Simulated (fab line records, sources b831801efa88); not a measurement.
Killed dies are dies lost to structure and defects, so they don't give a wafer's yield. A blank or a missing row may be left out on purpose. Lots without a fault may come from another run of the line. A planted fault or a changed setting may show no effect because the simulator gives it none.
Which tool did it? | flow gf180mcu | 13 lots, 39 wafers sampled, at 6 steps of a route of 602

WHAT THE GAUGES READ, wafer by wafer
GF_LVPWELL_TW_MEAS_11.
lot  | measured    | on            | LVPWELL_TW
L312 | day 3 21:12 | film_metro-04 | 566 566 567
L314 | day 4 08:11 | film_metro-04 | 566 565 567
L315 | day 4 16:10 | film_metro-01 | 551 552 553
L316 | day 4 18:42 | film_metro-03 | 567 568 567
L317 | day 5 01:56 | film_metro-01 | 554 551 554
L318 | day 5 07:42 | film_metro-03 | 567 572 574
L321 | day 6 00:09 | film_metro-04 | 566 566 565
L323 | day 6 11:25 | film_metro-03 | 605 604 600
L326 | day 7 12:46 | film_metro-04 | 596 597 600
L329 | day 7 21:22 | film_metro-04 | 566 567 565
L331 | day 8 12:28 | film_metro-01 | 554 555 553
L332 | day 8 16:18 | film_metro-01 | 554 553 554
L335 | day 9 07:07 | film_metro-01 | 551 551 553

GF_VT_IMPLANT_RS_MEAS_48: measures by four-point-probe.
lot  | measured     | on            | LVPWELL_RS (ohm/sq)
L312 | day 7 13:37  | film_metro-04 | 1193 1195 1191
L314 | day 8 01:46  | film_metro-03 | 1198 1201 1200
L315 | day 8 11:01  | film_metro-01 | 1198 1200 1199
L316 | day 8 13:53  | film_metro-01 | 1201 1199 1198
L317 | day 8 23:38  | film_metro-03 | 1201 1202 1198
L318 | day 9 07:17  | film_metro-03 | 1192 1192 1192
L321 | day 10 01:50 | film_metro-03 | 1200 1197 1195
L323 | day 10 14:56 | film_metro-03 | 1032 1031 1029
L326 | day 11 22:27 | film_metro-03 | 1033 1030 1028
L329 | day 12 09:28 | film_metro-01 | 1195 1197 1193
L331 | day 13 01:21 | film_metro-04 | 1194 1194 1193
L332 | day 13 07:02 | film_metro-03 | 1199 1200 1201
L335 | day 14 00:58 | film_metro-04 | 1192 1195 1194

GF_CONTACT_CD_MEAS_14: target cd 220 nm.
lot  | measured     | on        | cd_nm (nm)
L312 | day 16 00:55 | cd_sem-02 | 221.3 222.2 222.7
L314 | day 16 16:51 | cd_sem-02 | 219.2 220.6 219.8
L315 | day 17 04:28 | cd_sem-01 | 221.0 221.0 221.5
L316 | day 17 08:04 | cd_sem-01 | 216.9 217.4 217.2
L317 | day 17 20:24 | cd_sem-02 | 219.9 221.0 221.0
L318 | day 18 10:59 | cd_sem-01 | 222.4 219.8 221.0
L321 | day 19 09:19 | cd_sem-01 | 217.7 218.9 218.4
L323 | day 20 04:34 | cd_sem-02 | 217.7 217.9 217.6
L326 | day 21 17:46 | cd_sem-02 | 218.1 219.0 217.4
L329 | day 22 08:46 | cd_sem-02 | 216.8 218.6 219.3
L331 | day 23 01:59 | cd_sem-01 | 221.7 221.5 221.2
L332 | day 23 10:46 | cd_sem-02 | 221.4 221.3 220.1
L335 | day 24 04:06 | cd_sem-01 | 218.1 219.5 218.5

GF_CONTACT_OVL_MEAS_15.
lot  | measured     | on         | CONTACT_OVL (nm)
L312 | day 16 01:02 | overlay-02 | 1 0 -1
L314 | day 16 16:58 | overlay-01 | -1 2 -3
L315 | day 17 04:35 | overlay-02 | 13 2 10
L316 | day 17 08:11 | overlay-02 | 0 3 5
L317 | day 17 20:31 | overlay-02 | -3 1 -2
L318 | day 18 11:06 | overlay-02 | 2 4 -1
L321 | day 19 09:25 | overlay-01 | -7 -4 -8
L323 | day 20 04:40 | overlay-01 | -5 -2 3
L326 | day 21 17:52 | overlay-02 | -3 1 1
L329 | day 22 08:52 | overlay-02 | -3 2 3
L331 | day 23 02:05 | overlay-02 | -3 1 1
L332 | day 23 10:52 | overlay-02 | 2 8 -2
L335 | day 24 04:13 | overlay-02 | -3 0 2

WHICH TOOL RAN EACH LOT (tool, then ch and the chambers of the sampled wafers, then the start)
lot  | GF_LVPWELL_IMPLANT_09          | GF_SALICIDE_RTA_08
L312 | implanter-02 ch 0, day 3 20:58 | rtp_anneal-02 ch 0, day 15 02:19
L314 | implanter-02 ch 0, day 4 07:56 | rtp_anneal-02 ch 0, day 15 18:05
L315 | implanter-01 ch 0, day 4 15:55 | rtp_anneal-02 ch 0, day 16 05:37
L316 | implanter-03 ch 0, day 4 18:28 | rtp_anneal-01 ch 0, day 16 09:28
L317 | implanter-03 ch 0, day 5 01:41 | rtp_anneal-02 ch 0, day 16 21:19
L318 | implanter-02 ch 0, day 5 07:28 | rtp_anneal-01 ch 0, day 17 11:04
L321 | implanter-01 ch 0, day 5 23:55 | rtp_anneal-02 ch 0, day 18 08:39
L323 | implanter-03 ch 0, day 6 10:35 | rtp_anneal-02 ch 0, day 19 03:58
L326 | implanter-01 ch 0, day 7 12:13 | rtp_anneal-01 ch 0, day 20 17:31
L329 | implanter-03 ch 0, day 7 21:05 | rtp_anneal-01 ch 0, day 21 08:06
L331 | implanter-01 ch 0, day 8 12:14 | rtp_anneal-02 ch 0, day 22 02:49
L332 | implanter-03 ch 0, day 8 16:04 | rtp_anneal-02 ch 0, day 22 11:08
L335 | implanter-01 ch 0, day 9 06:52 | rtp_anneal-01 ch 0, day 23 05:11
- GF_LVPWELL_IMPLANT_09
- GF_SALICIDE_RTA_08: time 30 s.

WHAT THE TOOLS THEMSELVES READ (means of the sampled wafers that have a number; where no wafer has one, the mark that the record gives instead)
GF_LVPWELL_IMPLANT_09.
lot  | tool         | tilt_deg (degrees)
L312 | implanter-02 | 0.006
L314 | implanter-02 | -0.017
L315 | implanter-01 | -0.028
L316 | implanter-03 | -0.018
L317 | implanter-03 | -0.021
L318 | implanter-02 | 0.014
L321 | implanter-01 | 0.004
L323 | implanter-03 | 0.007
L326 | implanter-01 | 0.004
L329 | implanter-03 | -0.014
L331 | implanter-01 | 0.017
L332 | implanter-03 | -0.004
L335 | implanter-01 | -0.012

GF_SALICIDE_RTA_08.
lot  | tool          | lamp_power_pct (%) | wafer_temp_C_max
L312 | rtp_anneal-02 | 18.6               | 804.0
L314 | rtp_anneal-02 | 18.6               | 805.3
L315 | rtp_anneal-02 | 18.6               | 804.6
L316 | rtp_anneal-01 | 15.9               | 805.5
L317 | rtp_anneal-02 | 18.6               | 805.7
L318 | rtp_anneal-01 | 15.9               | 804.6
L321 | rtp_anneal-02 | 18.7               | 803.9
L323 | rtp_anneal-02 | 18.7               | 803.7
L326 | rtp_anneal-01 | 15.9               | 805.4
L329 | rtp_anneal-01 | 15.9               | 805.7
L331 | rtp_anneal-02 | 18.6               | 804.7
L332 | rtp_anneal-02 | 18.7               | 804.4
L335 | rtp_anneal-01 | 15.9               | 806.2

THE ANSWER, worked out from the rows above alone
Rule: what is usual is taken from the lots themselves. Put in order of their means at a reading, lots are off if they are a third of the lots or fewer, leave a main group of 4 or more, and stand apart from it by a gap of 3 or more times the standard deviation of the main group's means; of several such gaps the widest counts. A main group whose means are all the same, to the digits that the tables above print for the reading, isn't used. A lot without any number at a reading at which 4 lots or more have one is off too. The other lots that the step has rows for count as sound. The gauges are gone through in route order, then the tools' own readings, and for those a lot's mean is taken as printed above. The first step at which some lot is off is used, and at that step the reading that is off furthest; a lot without a number counts as furthest.
Off: L323, L326, at GF_LVPWELL_TW_MEAS_11 (LVPWELL_TW). The main group: mean 561, standard deviation 7.2.
A tool fits if, at a process step before that reading, it ran every lot that is off, and no sound lot after the first of them. The gauges at GF_LVPWELL_TW_MEAS_11 are tried like those tools. None of those tried fits.

WHAT THE SIMULATOR HAD PUT IN
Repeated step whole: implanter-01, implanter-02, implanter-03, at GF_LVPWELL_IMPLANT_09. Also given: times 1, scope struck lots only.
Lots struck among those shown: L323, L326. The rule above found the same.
